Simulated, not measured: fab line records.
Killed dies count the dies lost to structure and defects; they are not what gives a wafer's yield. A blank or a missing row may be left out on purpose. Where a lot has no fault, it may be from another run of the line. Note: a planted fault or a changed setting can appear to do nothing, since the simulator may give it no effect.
Which of the tools did it?    flow sky130    24 lots (72 wafers sampled), 1 step of a 708-step route

WHAT EACH GAUGE READ, for each wafer
SKY_LI_CONTACT_THK_MEAS_01.
lot   measured      on            LI_CONTACT_HDPCVD_THK (nm)
L074  day 29 06:05  filmMetro-03  924 940 923
L076  day 29 09:16  filmMetro-03  945 936 935
L075  day 29 10:22  filmMetro-04  936 918 927
L077  day 29 10:22  filmMetro-03  936 933 938
L078  day 29 11:58  filmMetro-04  936 914 922
L079  day 29 12:49  filmMetro-03  927 925 931
L080  day 30 11:31  filmMetro-04  923 925 932
L081  day 30 11:37  filmMetro-01  925 916 912
L082  day 30 18:08  filmMetro-04  925 930 930
L083  day 30 23:04  filmMetro-01  933 918 948
L085  day 31 09:46  filmMetro-04  925 921 917
L084  day 31 12:20  filmMetro-01  937 931 923
L086  day 32 01:19  filmMetro-01  942 945 948
L087  day 32 02:52  filmMetro-03  934 929 934
L088  day 32 10:01  filmMetro-03  937 934 936
L089  day 32 16:56  filmMetro-04  931 936 937
L090  day 33 11:19  filmMetro-04  926 923 921
L091  day 33 14:46  filmMetro-04  934 936 935
L092  day 34 06:16  filmMetro-01  925 924 930
L093  day 34 06:37  filmMetro-01  929 927 920
L094  day 34 16:55  filmMetro-03  936 942 940
L095  day 34 19:55  filmMetro-04  912 933 932
L096  day 34 23:46  filmMetro-03  917 928 917
L097  day 35 09:53  filmMetro-03  943 934 934

WHAT TOOL EACH LOT RAN ON (gives the tool, then ch and the chambers of the sampled wafers, and finally the start)
Before these readings, the record contains no process step.

WHAT THE TOOLS THEMSELVES READ (means of the sampled wafers that have a number; where no wafer has one, the mark that the record gives instead)
The record holds no such reading with a usual standard deviation.

THE ANSWER, worked out from the rows above alone
Rule: the lots themselves supply what counts as usual. Put in order of their means at a reading, lots are off if they are a third of the lots or fewer, leave a main group of 4 or more, and stand apart from it by a gap of 3 or more times the standard deviation of the main group's means; of several such gaps the widest counts. Not used: any main group whose means are identical at the precision the tables above print for the reading. A lot without any number at a reading at which 4 lots or more have one is off too. Any other lot the step has rows for is counted as sound. Order of review: gauges by route order, followed by the tools' own readings, for which a lot's mean as printed above is used. At the first step where some lot is off, the reading lying furthest off is the one used; lots without a number count as furthest.
Nothing can be told from this: no lot is off at any reading shown.

WHAT THE SIMULATOR PUT IN
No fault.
